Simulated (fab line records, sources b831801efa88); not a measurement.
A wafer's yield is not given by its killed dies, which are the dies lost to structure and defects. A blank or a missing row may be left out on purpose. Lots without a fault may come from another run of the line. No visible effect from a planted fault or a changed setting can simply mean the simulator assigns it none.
Split-lot study | flow sky130 | on a route of 708 steps: 5 lots, 15 wafers read

THE SPLIT
At SKY_LI_CONTACT_ETCH_14 (etches BARC in N2/H2, stops on SiO2, time 45.9 s, target depth 60 nm), the setting source_w was moved away from the recipe's 500 W on 7 of the 15 wafers read, by -7.1% to +6.1%. All remaining wafers had this setting at the recipe value.

FROM THE SPLIT TO THE READING: what the file shows between them, 2 steps
- SKY_LI_CONTACT_ETCH_15: etches PSG in C4F8/O2/Ar, stops on Si, target depth 600 nm
- SKY_LI_CONTACT_SPUTTER_20: material TiN, target thk 20 nm, time 80 s (also split here: power_w)

THE READING
SiO2_of_CONTACT_HDPCVD_02.thk_nm (the simulator's own value, which no gauge read), in nm, at SKY_CONTACT_HDPCVD_02 (deposits SiO2, target thk 565 nm, time 94.2 s). No usual value for it is given in the file. Here, 8 wafers ran the recipe; their average is 573.8 nm with a standard deviation of 4 nm.

wafer  | tool, chamber at the split | source_w as run, W | against the recipe | SiO2_of_CONTACT_HDPCVD_02.thk_nm, nm | against lot-mates on the recipe
L074.1 | rie_diel-02, 1,3,1         | 500                | recipe             | 576.9                                | -
L074.4 | rie_diel-02, 1,3,1         | 500                | recipe             | 570.4                                | -
L074.6 | rie_diel-02, 1,3,1         | 500                | recipe             | 570.9                                | -
L077.1 | rie_diel-01, 1,0,0         | 517.6              | +3.5%              | 570.6                                | -3.0
L077.2 | rie_diel-01, 1,0,0         | 517.6              | +3.5%              | 565.8                                | -7.8
L077.3 | rie_diel-01, 2,3           | 500                | recipe             | 575.3                                | -
L077.4 | rie_diel-01, 2,3           | 500                | recipe             | 571.9                                | -
L077.5 | rie_diel-01, 1,0,0         | 517.6              | +3.5%              | 562.3                                | -11.3
L081.2 | rie_diel-03, 2,1,3,3,2     | 500                | recipe             | 568.4                                | -
L081.4 | rie_diel-03, 2,1,3,3,2     | 500                | recipe             | 581.7                                | -
L082.1 | rie_diel-03, 1,3,0         | 500                | recipe             | 574.5                                | -
L082.2 | rie_diel-03, 2             | 464.6              | -7.1%              | 634.2                                | +59.7
L082.6 | rie_diel-03, 2             | 464.6              | -7.1%              | 635.1                                | +60.6
L084.3 | rie_diel-02, 3,0,1         | 530.4              | +6.1%              | 564.2                                | no lot-mate on the recipe
L084.6 | rie_diel-02, 3,0,1         | 530.4              | +6.1%              | 564                                  | no lot-mate on the recipe
If several chambers appear in one row, that row covers several wafers at once and the file leaves open which wafer was in which chamber.

FIT RESULTS
A straight line over all 15 wafers: SiO2_of_CONTACT_HDPCVD_02.thk_nm changes by -5.35 nm for each +1% of source_w; r = -0.89; the points scatter about the line by 11 nm.
The same after taking each lot's own level away (the mean of its wafers on the recipe; 13 wafers): -6.61 nm for each +1%; r = -0.94; scatter 8.8 nm.
That fit puts the effect of the largest move of source_w on the reading at 47 nm.
The lots' own levels span 572.73 to 575.05 nm, that is 0.6 times the standard deviation above.
Hence the slope depends on the lot-to-lot level, as the two fits are not the same.
Check: for one of the wafers moved furthest among these (-7.1%), held out of the fit, the line's prediction against its lot-mates is +47.5 nm. It came out at +59.7 nm against them.

THESE WAFERS: OTHER SPLITS
Before the reading, these wafers also passed through other splits. Each is held against what the fit with the lots' levels taken away leaves over:
other split on the same wafers           | wafers away from the commonest value | r with SiO2_of_CONTACT_HDPCVD_02.thk_nm (lot level and that fit taken away)
SKY_LI_CONTACT_HDPCVD_00 time_s          | 3                                    | -0.04
SKY_LI_CONTACT_CMP_02 leave_above_ref_nm | 6                                    | +0.24
SKY_LI_CONTACT_SPUTTER_20 power_w        | 6                                    | +0.28

THE FILE'S OWN FIT
SiO2_of_CONTACT_HDPCVD_02.thk_nm changes by -6.52 nm for each +1% of source_w, r = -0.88.
